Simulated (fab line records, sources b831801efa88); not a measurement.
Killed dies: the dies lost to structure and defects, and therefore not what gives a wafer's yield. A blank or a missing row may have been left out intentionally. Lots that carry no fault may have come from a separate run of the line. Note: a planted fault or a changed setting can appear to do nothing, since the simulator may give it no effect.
A lot that was struck, set against a sound lot    flow sky130    43 out of 708 route steps
Sound: these wafers, L746.2, L746.4, L746.6. Struck: wafer L741.2 (left out: L741.3, L741.6 of the same lot, which were not struck); the cause appears at the end.
Order at every step that has rows: each side's tool, ch and its chambers, its first start. Under that, the readings that differ: sound wafers    struck wafers    difference of the means    sigmas: that difference in standard deviations of wafers without a fault.
alike: readings with means less than 2 such deviations apart, plus words and numbers identical on both sides. not compared: withheld readings, readings lacking a value on some wafer, bounds such as >300 that could conceal the same value, and numbers that have no deviation in the record and whose values overlap.
A row with sigmas, a row that says differs or no value, or rows on one side alone: a step with any of these is where the two part. Non-overlapping numbers with no deviation appear without sigmas and do not part them. Lack of a reading on every wafer of one side parts them only where that side has two or more wafers.

SKY_VT_ADJUST_NCORE_STRIP_10: strips in O2/N2.
  sound on plasma asher-03 ch 0,1, day 10 23:39; struck on plasma asher-03 ch 1, day 9 12:42
  alike: drypump motor current A, oes product au, strip time to endpoint s
  not compared: rf hours counter h
SKY_VT_ADJUST_NCORE_TW_MEAS_11:
  struck on film metro-03, day 9 12:49; sound on film metro-03, day 10 23:46
  alike: VT_ADJUST_NCORE_TW
then, 7 steps without rows for these wafers: SKY_VT_ADJUST_HVTR_DEHYDRATE_00 (time 60 s); SKY_VT_ADJUST_HVTR_HMDS_01 (prime time 60 s); SKY_VT_ADJUST_HVTR_COAT_02 (resist thk 1140 nm); SKY_VT_ADJUST_HVTR_SOFTBAKE_03 (time 60 s); SKY_VT_ADJUST_HVTR_EXPOSE_04 (exposes mask HVTRM, target cd 380 nm); SKY_VT_ADJUST_HVTR_PEB_05; SKY_VT_ADJUST_HVTR_DEVELOP_06 (develop time 60 s).
SKY_VT_ADJUST_HVTR_CD_MEAS_07: the cd target is 380 nm.
  struck on cd sem-02, day 10 11:36; sound on cd sem-02, day 11 22:49
  alike: cd nm
SKY_VT_ADJUST_HVTR_OVL_MEAS_08:
  struck on overlay-01, day 10 11:43; sound on overlay-02, day 11 22:55
  alike: VT_ADJUST_HVTR_OVL
then, 1 step without rows for these wafers: SKY_VT_ADJUST_HVTR_IMPLANT_09.
SKY_VT_ADJUST_HVTR_STRIP_10: strips in O2/N2.
  sound on plasma asher-04 ch 0,1, day 11 23:05; struck on plasma asher-01 ch 1, day 10 11:53
  alike: drypump motor current A, oes product au, strip time to endpoint s
  not compared: rf hours counter h
SKY_VT_ADJUST_HVTR_TW_MEAS_11:
  struck on film metro-03, day 10 12:01; sound on film metro-02, day 11 23:12
  alike: VT_ADJUST_HVTR_TW
then, 7 steps without rows for these wafers: SKY_VT_ADJUST_PCH_DEHYDRATE_00 (time 60 s); SKY_VT_ADJUST_PCH_HMDS_01 (prime time 60 s); SKY_VT_ADJUST_PCH_COAT_02 (resist thk 3000 nm); SKY_VT_ADJUST_PCH_SOFTBAKE_03; SKY_VT_ADJUST_PCH_EXPOSE_04 (exposes mask NWM, target cd 840 nm); SKY_VT_ADJUST_PCH_PEB_05; SKY_VT_ADJUST_PCH_DEVELOP_06 (develop time 60 s).
SKY_VT_ADJUST_PCH_OVL_MEAS_07:
  struck on overlay-01, day 11 10:50; sound on overlay-02, day 13 00:05
  alike: VT_ADJUST_PCH_OVL
then, 1 step without rows for these wafers: SKY_VT_ADJUST_PCH_IMPLANT_08.
SKY_VT_ADJUST_PCH_STRIP_09: strips in O2/N2.
  sound on plasma asher-03 ch 0,1, day 13 00:16; struck on plasma asher-04 ch 0, day 11 11:01
  alike: drypump motor current A, oes product au, strip time to endpoint s
  not compared: rf hours counter h
SKY_VT_ADJUST_PCH_TW_MEAS_10:
  struck on film metro-02, day 11 11:08; sound on film metro-02, day 13 00:23
  alike: VT_ADJUST_PCH_TW
then, 7 steps without rows for these wafers: SKY_SONOS_TUNNEL_DEHYDRATE_00 (time 60 s); SKY_SONOS_TUNNEL_HMDS_01 (prime time 60 s); SKY_SONOS_TUNNEL_COAT_02 (resist thk 1140 nm); SKY_SONOS_TUNNEL_SOFTBAKE_03 (time 60 s); SKY_SONOS_TUNNEL_EXPOSE_04 (exposes mask TUNM, target cd 410 nm); SKY_SONOS_TUNNEL_PEB_05; SKY_SONOS_TUNNEL_DEVELOP_06 (develop time 60 s).
SKY_SONOS_TUNNEL_CD_MEAS_07: the cd target is 410 nm.
  struck on cd sem-02, day 12 11:21; sound on cd sem-01, day 14 02:15
  alike: cd nm
SKY_SONOS_TUNNEL_OVL_MEAS_08:
  struck on overlay-02, day 12 11:28; sound on overlay-01, day 14 02:22
  alike: SONOS_TUNNEL_OVL
then, 3 steps without rows for these wafers: SKY_SONOS_TUNNEL_IMPLANT_09; SKY_SONOS_TUNNEL_WET_ETCH_10 (etches SiO2 in dHF, target depth 14 nm, time 280 s); SKY_SONOS_TUNNEL_STRIP_11 (strips in SPM, time 600 s).
SKY_SONOS_TUNNEL_TW_MEAS_12:
  struck on film metro-04, day 12 11:56; sound on film metro-01, day 14 02:50
reading          sound        struck  difference  sigmas
SONOS_TUNNEL_TW  200 204 202  195     -7          -2
then, 2 steps without rows for these wafers: SKY_SONOS_TUNNEL_CLEAN_13 (cleans in dHF, time 20 s); SKY_SONOS_ONO_OXIDATION_00 (stabilise 600 s, purge 300 s, target thk 2.6 nm).
SKY_SONOS_ONO_THK_MEAS_01:
  struck on film metro-03, day 12 13:31; sound on film metro-01, day 14 05:06
  alike: SONOS_ONO_OXIDATION_THK
then, 1 step without rows for these wafers: SKY_SONOS_ONO_CVD_02 (deposits Si3N4 from DCS/NH3, target thk 10.5 nm, time 180 s).
-- here the record skips 34 days between the struck wafers' starts before and after, leaving off in module SONOS_ONO and picking up in module PAD_OPEN (first step shown: number 708 of the route) --
SKY_PAD_OPEN_PROBE_99:
  rows exist in the record for the struck wafers here (prober-02, day 46 19:37), but not for the sound ones

WHERE THEY PART
Last at SKY_PAD_OPEN_PROBE_99 as far as this record goes, first at SKY_SONOS_TUNNEL_TW_MEAS_12.

WHY: what the simulator had put in
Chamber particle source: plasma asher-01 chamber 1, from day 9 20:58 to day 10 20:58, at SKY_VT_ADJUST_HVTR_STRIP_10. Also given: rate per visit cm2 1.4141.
